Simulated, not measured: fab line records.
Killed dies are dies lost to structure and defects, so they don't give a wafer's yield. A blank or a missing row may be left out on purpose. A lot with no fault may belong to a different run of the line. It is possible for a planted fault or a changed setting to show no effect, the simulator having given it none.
fab line records    flow sky130
[record] lots = 6  wafers = 18  last-day = 50
route steps=708 shown VIA1@470 PAD_OPEN@708
lots with no fault: from the same line, run without faults
start-h: hours from the record's first day to the start of the lot's first wafer shown    wait-h: hours from the lot's prior step to this one    " same as the row above    L1.1+2: a single row standing in for several wafers    - no value, or no start given    * or withheld: withheld    < > ~ a bound
route shown NAME@n: NAME is a module with steps in the file, n the number in the route of the first one    usual: mean/standard deviation of fault-free wafers    same: alike in all rows    chamber/n: place in a boat    sites: per-site readings    _std_site: the values' standard deviation    _edge_site: outer sites' mean less inner sites'    radius-mm: how far each site lies from the wafer's centre    mask NAME#n: copy n    behind: the most recent tool/chamber to have shaped the wafer    hold: why the lot went on hold/how many hours it stayed there/how the hold came to an end    device: which transistor (n, p or np) failed to switch    end of line: tests run on the same wafers once the route is complete    a step given without rows: its recipe and nothing more    killed: count of dies lost to structure and defects at first sort (not the wafer's yield)    map: a wafer's dies, marking killed ones x, the rest . and places with no die _
set.NAME: the run value of the setting; set.NAME@STEP: its run value at that earlier step    model.NAME: the simulator's own value behind a step, which no gauge read
lots at some steps of the route; a table a step, a row a wafer
services: a tool's chamber out of use, with start hour (start-h, from the record's first day; less than 0 if before it), hours out, and reason
[[steps]]
[step SKY_VIA1_CD_MEAS_12]
[recipe] target-cd-nm = 150
[usual] cd-nm = 150.3/1.7
lot.wafer  tool       chamber  start-h  wait-h  cd-nm
L296.1     cd-sem-01  -        882.02   -       148.6
L296.2     "          -        "        "       148.4
L296.6     "          -        "        "       150.1
L299.2     cd-sem-02  -        885.42   -       151.2
L299.4     "          -        "        "       150.4
L299.6     "          -        "        "       149.1
L306.1     cd-sem-02  -        928.98   -       148.3
L306.2     "          -        "        "       151.6
L306.6     "          -        "        "       148.8
L307.1     cd-sem-02  -        935.30   -       150.2
L307.3     "          -        "        "       149.8
L307.5     "          -        "        "       149.7
L311.2     cd-sem-02  -        957.39   -       150.7
L311.3     "          -        "        "       151.3
L311.5     "          -        "        "       151.4
L310.1     cd-sem-01  -        959.52   -       148.8
L310.2     "          -        "        "       147.9
L310.6     "          -        "        "       148.0
[step SKY_VIA1_OVL_MEAS_13]
[usual] VIA1_OVL = -1/6.6
lot.wafer  tool        chamber  start-h  wait-h  VIA1_OVL[nm]
L296.1     overlay-01  -        882.14   0.1     8
L296.2     "           -        "        "       6
L296.6     "           -        "        "       8
L299.2     overlay-02  -        885.53   0.1     -7
L299.4     "           -        "        "       -7
L299.6     "           -        "        "       -8
L306.1     overlay-02  -        929.10   0.1     4
L306.2     "           -        "        "       9
L306.6     "           -        "        "       0
L307.1     overlay-02  -        935.42   0.1     1
L307.3     "           -        "        "       1
L307.5     "           -        "        "       2
L311.2     overlay-01  -        957.50   0.1     5
L311.3     "           -        "        "       3
L311.5     "           -        "        "       0
L310.1     overlay-01  -        959.64   0.1     3
L310.2     "           -        "        "       2
L310.6     "           -        "        "       -4
[step SKY_VIA1_ETCH_14]
[recipe] chemistry = N2/H2  target = BARC  ion-energy-ev = 200  source-w = 500  bias-w = 100  pressure-mtorr = 30  n2-flow-sccm = 100  h2-flow-sccm = 200  stop-on = SiO2  time-s = 45.9  target-depth-a = 600
[usual] bias-w = 100.0/0.3  drypump-motor-current-A = 5.7/0.46  oes-product-au = 0.853/0.0046  throttle-valve-pct = 13.225/0.0098
lot.wafer  tool         chamber  start-h  wait-h  bias-w  drypump-motor-current-A  oes-product-au  rf-hours-counter-h  throttle-valve-pct
L296.1     rie-diel-04  0        882.18   0.0     100.2   5.7                      0.856           13                  13.221
L296.2     "            2        "        "       99.6    5.5                      0.842           12                  13.218
L296.6     "            0        "        "       100.1   5.7                      0.849           -                   13.221
L299.2     rie-diel-01  0        885.56   0.0     100.3   6.5                      0.852           19                  13.245
L299.4     "            2        "        "       99.8    6.5                      0.850           16                  13.230
L299.6     "            1        "        "       99.8    5.4                      0.854           -                   13.230
L306.1     rie-diel-04  2        929.14   0.0     100.2   5.5                      0.854           13                  13.235
L306.2     "            3        "        "       100.0   5.9                      0.858           12                  13.225
L306.6     "            1        "        "       100.1   5.6                      0.844           -                   13.219
L307.1     rie-diel-04  1        935.46   0.0     100.2   5.6                      0.861           0                   13.228
L307.3     "            3        "        "       100.0   5.9                      0.848           12                  13.230
L307.5     "            3        "        "       100.2   5.9                      0.855           -                   13.232
L311.2     rie-diel-04  2        957.53   0.0     99.9    5.5                      0.855           14                  13.198
L311.3     "            3        "        "       99.9    5.8                      0.860           13                  13.222
L311.5     "            1        "        "       99.7    5.6                      0.854           -                   13.224
L310.1     rie-diel-01  2        959.68   0.0     100.3   6.5                      0.850           19                  13.238
L310.2     "            1        "        "       99.8    5.4                      0.850           20                  13.216
L310.6     "            1        "        "       99.7    5.4                      0.850           -                   13.227
[step SKY_VIA1_ETCH_15]
[recipe] target = SiO2  chemistry = C4F8/O2/Ar  target-depth-nm = 351  stop-on = TiN  mask-material = KrF-thick  source-w = 1500  bias-w = 1200  pressure-mtorr = 40  c4f8-flow-sccm = withheld  O2_flow_sccm = 6  Ar_flow_sccm = 300  time-s = 54
[usual] bias-w = 1201/3.4  oes-product-au = 0.981/0.0074
lot.wafer  tool         chamber  start-h  wait-h  bias-w  oes-product-au  rf-hours-counter-h
L296.1     rie-diel-04  0        882.22   0.0     1201    0.991           13
L296.2     "            2        "        "       1202    0.982           12
L296.6     "            0        "        "       1211    0.992           -
L299.2     rie-diel-01  0        885.60   0.0     1204    0.977           19
L299.4     "            2        "        "       1201    0.990           16
L299.6     "            1        "        "       1205    0.980           -
L306.1     rie-diel-04  2        929.18   0.0     1201    0.980           13
L306.2     "            3        "        "       1196    0.992           12
L306.6     "            1        "        "       1203    0.981           -
L307.1     rie-diel-04  1        935.50   0.0     1200    0.979           1
L307.3     "            3        "        "       1199    0.981           12
L307.5     "            3        "        "       1208    0.990           -
L311.2     rie-diel-04  2        957.57   0.0     1202    0.985           14
L311.3     "            3        "        "       1206    0.993           13
L311.5     "            2        "        "       1195    0.978           -
L310.1     rie-diel-01  2        959.72   0.0     1201    0.982           19
L310.2     "            1        "        "       1199    0.966           20
L310.6     "            1        "        "       1198    0.977           -
[step SKY_VIA1_STRIP_16]
[recipe] chemistry = O2/N2  power-w = 1400  pressure-mtorr = 1500  platen-temp-c = withheld  o2-flow-sccm = 3000  n2-flow-sccm = 300  overash-fraction = 0.5
[usual] drypump-motor-current-A = 5.8/0.47  oes-product-au = 0.416/0.0045  strip-time-to-endpoint-s = 4.45/0.031
lot.wafer  tool             chamber  start-h  wait-h  drypump-motor-current-A  oes-product-au  rf-hours-counter-h  strip-time-to-endpoint-s
L296.1     plasma-asher-02  1        882.26   0.0     5.5                      0.411           15                  4.38
L296.2     "                0        "        "       5.4                      0.416           15                  4.44
L296.6     "                1        "        "       5.5                      0.413           -                   4.40
L299.2     plasma-asher-02  1        885.65   0.0     5.5                      0.414           15                  4.45
L299.4     "                0        "        "       5.3                      0.409           -                   4.42
L299.6     "                1        "        "       5.5                      0.412           -                   4.46
L306.1     plasma-asher-04  1        929.22   0.0     5.4                      0.420           76                  4.46
L306.2     "                0        "        "       6.6                      0.411           76                  4.43
L306.6     "                0        "        "       6.6                      0.418           -                   4.41
L307.1     plasma-asher-03  0        935.55   0.0     6.0                      0.423           45                  4.43
L307.3     "                1        "        "       5.6                      0.420           -                   4.44
L307.5     "                1        "        "       5.6                      0.415           -                   4.44
L311.2     plasma-asher-03  0        957.62   0.0     6.0                      0.411           47                  4.44
L311.3     "                1        "        "       5.6                      0.411           -                   4.42
L311.5     "                1        "        "       5.6                      0.410           -                   4.42
L310.1     plasma-asher-04  1        959.77   0.0     5.4                      0.416           80                  4.41
L310.2     "                0        "        "       6.6                      0.422           80                  4.46
L310.6     "                1        "        "       5.4                      0.410           -                   4.49
[step SKY_VIA1_STRIP_17]
[recipe] chemistry = post-etch-residue-remover  time-s = 1200  temp-c = 72.5
[step SKY_VIA1_CLEAN_18]
[recipe] chemistry = IPA  time-s = 180  temp-c = 25
[step SKY_VIA1_CLEAN_19]
[recipe] chemistry = O3/DIW  dry = n2-spin
[step SKY_VIA1_SPUTTER_20]
[recipe] material = TiN  target-thk-nm = 20  chamber-pressure-pa = 5  power-w = 4000  time-s = 80
[usual] throttle-valve-pct = 30.1/1.3
lot.wafer  tool            chamber  start-h  wait-h  throttle-valve-pct
L296.1     pvd-sputter-02  -        882.90   0.0     28.7
L296.2     "               -        "        "       28.9
L296.6     "               -        "        "       28.8
L299.2     pvd-sputter-03  -        886.25   0.0     29.4
L299.4     "               -        "        "       31.6
L299.6     "               -        "        "       30.4
L306.1     pvd-sputter-02  -        929.82   0.0     30.3
L306.2     "               -        "        "       32.3
L306.6     "               -        "        "       28.6
L307.1     pvd-sputter-03  -        936.19   0.0     28.9
L307.3     "               -        "        "       30.5
L307.5     "               -        "        "       31.5
L311.2     pvd-sputter-03  -        958.21   0.0     30.1
L311.3     "               -        "        "       29.7
L311.5     "               -        "        "       31.5
L310.1     pvd-sputter-03  -        960.36   0.0     31.5
L310.2     "               -        "        "       28.7
L310.6     "               -        "        "       28.6
[step SKY_VIA1_CVD_21]
[recipe] material = W  target-thk-nm = 270  time-s = 80.902  temp-c = 400  pressure-torr = 40
[usual] heater-power-outer-w = 584/35  heater-power-w = 931/42
lot.wafer  tool      chamber  start-h  wait-h  heater-power-outer-w  heater-power-w
L296.1     cvd-w-02  0        882.96   0.0     583                   977
L296.2     "         1        "        "       547                   967
L296.6     "         0        "        "       602                   961
L299.2     cvd-w-02  1        886.31   0.0     544                   953
L299.4     "         1        "        "       560                   940
L299.6     "         1        "        "       559                   953
L306.1     cvd-w-01  0        929.88   0.0     630                   867
L306.2     "         1        "        "       545                   841
L306.6     "         1        "        "       543                   840
L307.1     cvd-w-02  1        936.25   0.0     546                   965
L307.3     "         0        "        "       603                   953
L307.5     "         1        "        "       559                   952
L311.2     cvd-w-01  0        958.27   0.0     614                   878
L311.3     "         1        "        "       548                   864
L311.5     "         1        "        "       552                   869
L310.1     cvd-w-01  1        960.42   0.0     551                   827
L310.2     "         0        "        "       613                   860
L310.6     "         0        "        "       622                   884
[step SKY_VIA1_RS_MEAS_22]
[recipe] thk-meas-gauge = four-point-probe  reads = W_of_VIA1_CVD_21+TiN_of_VIA1_SPUTTER_20
[usual] VIA1_W_RS = 0.426/0.0043
lot.wafer  tool           chamber  start-h  wait-h  VIA1_W_RS[ohm/sq]
L296.1     film-metro-02  -        883.05   0.1     0.425
L296.2     "              -        "        "       0.417
L296.6     "              -        "        "       0.421
L299.2     film-metro-02  -        886.42   0.1     0.420
L299.4     "              -        "        "       0.417
L299.6     "              -        "        "       0.417
L306.1     film-metro-01  -        929.98   0.1     0.434
L306.2     "              -        "        "       0.431
L306.6     "              -        "        "       0.429
L307.1     film-metro-02  -        936.34   0.1     0.419
L307.3     "              -        "        "       0.420
L307.5     "              -        "        "       0.418
L311.2     film-metro-02  -        958.38   0.1     0.437
L311.3     "              -        "        "       0.425
L311.5     "              -        "        "       0.430
L310.1     film-metro-02  -        960.51   0.1     0.422
L310.2     "              -        "        "       0.426
L310.6     "              -        "        "       0.427
[step SKY_VIA1_THK_MEAS_23]
[recipe] thk-meas-gauge = xrf  reads = W_of_VIA1_CVD_21
[usual] VIA1_W_THK = 273.8/3
lot.wafer  tool           chamber  start-h  wait-h  VIA1_W_THK[nm]
L296.1     film-metro-02  -        883.17   0.1     273.9
L296.2     "              -        "        "       279.8
L296.6     "              -        "        "       277.6
L299.2     film-metro-02  -        886.53   0.1     278.3
L299.4     "              -        "        "       278.6
L299.6     "              -        "        "       279.6
L306.1     film-metro-01  -        930.10   0.1     271.2
L306.2     "              -        "        "       273.0
L306.6     "              -        "        "       274.7
L307.1     film-metro-02  -        936.46   0.1     277.5
L307.3     "              -        "        "       277.1
L307.5     "              -        "        "       277.7
L311.2     film-metro-02  -        958.49   0.1     265.0
L311.3     "              -        "        "       272.6
L311.5     "              -        "        "       268.2
L310.1     film-metro-02  -        960.63   0.1     273.7
L310.2     "              -        "        "       272.0
L310.6     "              -        "        "       270.2
[step SKY_VIA1_CMP_24]
[recipe] stop-on = SiO2  t-overpolish-s = 15  down-force-psi = 3.5  platen-rpm = 60  target-thk-nm = 0  pad-velocity-m-s = 0.94248
[usual] edge-zone-pressure-frac = 1.000/0.0053  head-pressure-psi = 3.500/0.0074  motor-current-A = 10.8/1.2  overpolish-run-s = 15.000/0.0086  time-to-endpoint-s = 64/5.5
lot.wafer  tool    chamber  start-h  wait-h  edge-zone-pressure-frac  head-pressure-psi  motor-current-A  overpolish-run-s  time-to-endpoint-s  model.W_of_VIA1_CVD_21.thk-nm  model.SiO2_of_VIA1_HDPCVD_00.thk-nm
L296.2     cmp-02  0        883.33   0.1     0.996                    3.512              10.1             14.999            78                  0                              344.4
L296.1     "       1        "        "       1.003                    3.488              9.3              14.981            65                  0                              346.9
L296.6     "       2        "        "       1.005                    3.490              11.8             14.977            68                  0                              343.7
L299.2     cmp-01  1        886.63   0.1     1.000                    3.506              11.3             15.004            61                  0                              341
L299.4     "       2        "        "       1.012                    3.498              11.9             15.010            64                  0                              341.6
L299.6     "       0        "        "       0.997                    3.493              9.3              15.010            53                  0                              341
L306.1     cmp-02  2        930.21   0.1     -                        -                  -                -                 -                   265.7                          345.8
L306.2     "       3        "        "       -                        -                  -                -                 -                   267.3                          347.9
L306.6     "       1        "        "       -                        -                  -                -                 -                   268.1                          344.3
L307.1     cmp-01  1        936.56   0.1     -                        -                  -                -                 -                   274.6                          343.4
L307.3     "       2        "        "       -                        -                  -                -                 -                   273.2                          342.3
L307.5     "       2        "        "       -                        -                  -                -                 -                   274.4                          343.7
L311.3     cmp-02  3        958.54   0.0     1.003                    3.498              10.7             15.011            67                  0                              344.6
L311.2     "       0        "        "       1.004                    3.493              10.2             15.002            70                  0                              341.4
L311.5     "       0        "        "       1.005                    3.501              10.4             14.983            73                  0                              344.2
L310.1     cmp-02  1        960.69   0.1     1.007                    3.502              8.8              15.003            66                  0                              341
L310.2     "       0        "        "       1.008                    3.500              10.3             15.000            75                  0                              338.6
L310.6     "       1        "        "       1.005                    3.505              8.4              15.010            64                  0                              339
[step SKY_PAD_OPEN_PROBE_99]
[usual] defect-limited-yield = 82.5/2  killed_at_M0_to_M3 = 44/7.7  killed_at_M4_up = 3.0/1.9  killed-at-contacts = 25/5.6  killed-at-front-end = 15/4.6  killed-at-other = 0.3/0.47  killed-dies = 86/9.9  killed-on-rim = 17/3.6  killed-open = 47/7.4  killed-short = 39/5.9  sort_bin_3_pad_short = 0.8/0.37  sort_bin_5_function = 10.4/1.5  sort_bin_6_memory = 6.3/1  sort-n-pass = 406/9.9  sort-yield-pct = 82.5/2
[same] gross-dies = 492  killed-at-back-side = 0  sort_bin_4_leakage[%] = 0  sort_bin_8_speed[%] = 0
lot.wafer  tool       chamber  start-h  wait-h  defect-limited-yield[%]  killed_at_M0_to_M3  killed_at_M4_up  killed-at-contacts  killed-at-front-end  killed-at-other  killed-dies  killed-on-rim  killed-open  killed-short  sort_bin_3_pad_short[%]  sort_bin_5_function[%]  sort_bin_6_memory[%]  sort-n-pass  sort-yield-pct[%]
L296.1     prober-01  -        1144.78  0.1     84.1                     38                  4                18                  18                   0                78           14             42           36            1.6                      8.3                     5.9                   414          84.1
L296.2     prober-01  -        1144.83  0.1     82.9                     42                  3                19                  19                   1                84           14             39           45            1.0                      8.7                     7.3                   408          82.9
L296.6     prober-01  -        1145.03  0.2     78.7                     57                  2                29                  17                   0                105          15             61           44            0.8                      12.8                    7.7                   387          78.7
L299.2     prober-02  -        1146.61  0.1     81.5                     40                  4                30                  17                   0                91           17             47           44            1.0                      11.8                    5.7                   401          81.5
L299.4     prober-02  -        1146.71  0.2     81.1                     45                  1                21                  24                   2                93           22             46           47            0.6                      13.2                    5.1                   399          81.1
L299.6     prober-02  -        1146.81  0.2     82.1                     31                  5                35                  17                   0                88           20             57           31            0.6                      10.8                    6.5                   404          82.1
L306.1     prober-02  -        1179.72  0.1     0                        438                 3                31                  20                   0                492          96             51           36            82.7                     10.0                    7.3                   0            0
L306.2     prober-02  -        1179.77  0.1     0                        463                 2                19                  8                    0                492          96             35           38            85.4                     9.1                     5.5                   0            0
L306.6     prober-02  -        1179.97  0.2     0                        455                 0                21                  16                   0                492          96             45           38            84.1                     9.3                     6.5                   0            0
L307.1     prober-01  -        1183.01  0.1     0                        439                 7                29                  16                   1                492          96             46           41            83.7                     9.3                     6.9                   0            0
L307.3     prober-01  -        1183.11  0.2     0                        452                 4                28                  8                    0                492          96             53           38            83.1                     10.8                    6.1                   0            0
L307.5     prober-01  -        1183.21  0.2     0                        460                 4                23                  5                    0                492          96             39           33            85.6                     8.9                     5.5                   0            0
// killed by level:class
L296.1 VIA2:geometric-particle:open=10 FIELD_ISO:geometric-particle:open=7 VIA1:geometric-particle:open=7 LOCAL_INTERCONNECT:geometric-particle:short=6 METAL1:geometric-particle:short=6 POLY_GATE:geometric-particle:open=5 VIA3:geometric-particle:short=5 LI_CONTACT:geometric-particle:open=4
L296.2 VIA1:geometric-particle:open=10 METAL1:geometric-particle:short=8 POLY_GATE:geometric-particle:short=7 CONTACT:geometric-particle:open=7 METAL2:geometric-particle:short=6 FIELD_ISO:geometric-particle:short=5 LI_CONTACT:geometric-particle:open=5 LOCAL_INTERCONNECT:geometric-particle:short=5
L296.6 VIA1:geometric-particle:open=20 LI_CONTACT:geometric-particle:open=11 VIA2:geometric-particle:open=9 METAL1:geometric-particle:short=7 VIA3:geometric-particle:open=7 CONTACT:geometric-particle:open=6 LI_CONTACT:geometric-particle:short=6 FIELD_ISO:geometric-particle:short=5
L299.2 CONTACT:geometric-particle:open=15 CONTACT:geometric-particle:short=10 VIA1:geometric-particle:open=9 VIA3:geometric-particle:open=6 POLY_GATE:geometric-particle:short=5 VIA1:geometric-particle:short=5 METAL2:geometric-particle:short=5 FIELD_ISO:geometric-particle:open=4
L299.4 VIA1:geometric-particle:open=12 POLY_GATE:geometric-particle:open=9 POLY_GATE:geometric-particle:short=7 VIA1:geometric-particle:short=6 CONTACT:geometric-particle:short=5 METAL3:geometric-particle:short=5 LOCAL_INTERCONNECT:geometric-particle:short=5 VIA3:geometric-particle:open=5
L299.6 VIA1:geometric-particle:open=11 LI_CONTACT:geometric-particle:open=10 CONTACT:geometric-particle:open=10 CONTACT:geometric-particle:short=9 VIA2:geometric-particle:open=7 POLY_GATE:geometric-particle:open=5 POLY_GATE:geometric-particle:short=4 SPACER:geometric-particle:open=3
L306.1 VIA1:area-cmp=405 CONTACT:geometric-particle:open=12 VIA2:geometric-particle:open=9 LI_CONTACT:geometric-particle:open=8 POLY_GATE:geometric-particle:short=7 VIA3:geometric-particle:open=6 LI_CONTACT:geometric-particle:short=6 FIELD_ISO:geometric-particle:open=5
L306.2 VIA1:area-cmp=419 VIA1:geometric-particle:open=16 VIA1:geometric-particle:short=7 CONTACT:geometric-particle:open=6 VIA2:geometric-particle:open=6 CONTACT:geometric-particle:short=5 VIA2:geometric-particle:short=5 METAL3:geometric-particle:short=4
L306.6 VIA1:area-cmp=409 CONTACT:geometric-particle:open=9 VIA2:geometric-particle:open=8 VIA1:geometric-particle:short=7 VIA1:geometric-particle:open=7 VIA3:geometric-particle:open=6 POLY_GATE:geometric-particle:short=5 LI_CONTACT:geometric-particle:open=5
L307.1 VIA1:area-cmp=405 CONTACT:geometric-particle:short=8 CONTACT:geometric-particle:open=7 LI_CONTACT:geometric-particle:open=6 METAL1:geometric-particle:short=6 VIA1:geometric-particle:open=6 FIELD_ISO:geometric-particle:short=5 VIA2:geometric-particle:open=5
L307.3 VIA1:area-cmp=401 VIA1:geometric-particle:open=13 CONTACT:geometric-particle:open=11 LI_CONTACT:geometric-particle:open=10 VIA2:geometric-particle:open=9 METAL2:geometric-particle:short=6 METAL1:geometric-particle:short=6 FIELD_ISO:geometric-particle:short=4
L307.5 VIA1:area-cmp=420 CONTACT:geometric-particle:open=9 VIA1:geometric-particle:open=8 VIA2:geometric-particle:open=8 LI_CONTACT:geometric-particle:open=6 VIA3:geometric-particle:open=4 CONTACT:geometric-particle:short=4 VIA1:geometric-particle:short=4
// map L306.1 (x killed, . not)
__________xxxxxxxxxx_________
________xxxxxxxxxxxxxx_______
______xxxxxxxxxxxxxxxxxx_____
_____xxxxxxxxxxxxxxxxxxxx____
____xxxxxxxxxxxxxxxxxxxxxx___
___xxxxxxxxxxxxxxxxxxxxxxxx__
__xxxxxxxxxxxxxxxxxxxxxxxxxx_
_xxxxxxxxxxxxxxxxxxxxxxxxxxxx
_xxxxxxxxxxxxxxxxxxxxxxxxxxxx
_xxxxxxxxxxxxxxxxxxxxxxxxxxxx
_xxxxxxxxxxxxxxxxxxxxxxxxxxxx
_xxxxxxxxxxxxxxxxxxxxxxxxxxxx
_xxxxxxxxxxxxxxxxxxxxxxxxxxxx
_xxxxxxxxxxxxxxxxxxxxxxxxxxxx
_xxxxxxxxxxxxxxxxxxxxxxxxxxxx
__xxxxxxxxxxxxxxxxxxxxxxxxxx_
___xxxxxxxxxxxxxxxxxxxxxxxx__
____xxxxxxxxxxxxxxxxxxxxxx___
_____xxxxxxxxxxxxxxxxxxxx____
______xxxxxxxxxxxxxxxxxx_____
________xxxxxxxxxxxxxx_______
__________xxxxxxxxxx_________
// map L307.1 (x killed, . not)
__________xxxxxxxxxx_________
________xxxxxxxxxxxxxx_______
______xxxxxxxxxxxxxxxxxx_____
_____xxxxxxxxxxxxxxxxxxxx____
____xxxxxxxxxxxxxxxxxxxxxx___
___xxxxxxxxxxxxxxxxxxxxxxxx__
__xxxxxxxxxxxxxxxxxxxxxxxxxx_
_xxxxxxxxxxxxxxxxxxxxxxxxxxxx
_xxxxxxxxxxxxxxxxxxxxxxxxxxxx
_xxxxxxxxxxxxxxxxxxxxxxxxxxxx
_xxxxxxxxxxxxxxxxxxxxxxxxxxxx
_xxxxxxxxxxxxxxxxxxxxxxxxxxxx
_xxxxxxxxxxxxxxxxxxxxxxxxxxxx
_xxxxxxxxxxxxxxxxxxxxxxxxxxxx
_xxxxxxxxxxxxxxxxxxxxxxxxxxxx
__xxxxxxxxxxxxxxxxxxxxxxxxxx_
___xxxxxxxxxxxxxxxxxxxxxxxx__
____xxxxxxxxxxxxxxxxxxxxxx___
_____xxxxxxxxxxxxxxxxxxxx____
______xxxxxxxxxxxxxxxxxx_____
________xxxxxxxxxxxxxx_______
__________xxxxxxxxxx_________
[[services]]
tool             chamber  start-h  hours  kind
rie-diel-04      2        874.25   1.2    repair
plasma-asher-03  -        874.41   15.6   pm
cmp-01           -        878.28   0.7    repair
cmp-01           -        884.45   0.6    repair
cvd-w-02         -        902.68   2.8    pm
rie-diel-04      1        902.94   -      clean
rie-diel-04      1        902.94   15.4   scheduled-down
rie-diel-04      1        902.94   15.4   vent-cycle
cvd-w-01         -        904.00   14.0   pm
cvd-w-01         0        904.00   14.0   vent-cycle
cvd-w-01         1        904.00   14.0   vent-cycle
plasma-asher-02  -        907.00   2.8    pm
cmp-01           -        912.10   4.0    pm
cmp-01           -        916.10   -      consumable-replace:conditioner
cmp-01           -        916.10   -      consumable-replace:pad
cvd-w-01         -        918.00   6.9    pm
cvd-w-01         0        918.00   -      clean
cvd-w-01         1        918.00   -      clean
plasma-asher-02  -        932.49   1.5    repair
plasma-asher-02  -        937.08   7.5    repair
plasma-asher-04  -        937.61   0.4    repair
plasma-asher-04  -        948.53   1.4    repair
cmp-02           -        956.98   1.0    repair
[[key]]
[first-sign] step = SKY_VIA1_CMP_24  reading = tool-record  direction = missing
[effect] step = SKY_PAD_OPEN_PROBE_99  reading = sort_bin_3_pad_short  direction = up  sigmas = 99+  usual = 0.8  struck = 84.1
[model-effect] step = SKY_VIA1_CMP_24  value = W_of_VIA1_CVD_21.thk-nm  without = 0  struck = 270.5
[more-kills-born-at] SKY_VIA1_CMP_24@cmp-02 = 1224  SKY_VIA1_CMP_24@cmp-01 = 1214
met-at SKY_VIA1_CMP_24
struck-wafers L306.1,L306.2,L306.6,L307.1,L307.3,L307.5
later-rows-left-out L306.1,L306.2,L306.6,L307.1,L307.3,L307.5
onset-between 886.63 930.21
[fault] kind = skipped-step-whole  tool = cmp-01,cmp-02  chamber = -  onset-h = 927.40  steps = SKY_VIA1_CMP_24  scope = struck-lots-only
// later-rows-left-out: the simulator's readings of these wafers behind a module that went badly wrong aren't trusted and aren't shown, but for the sort
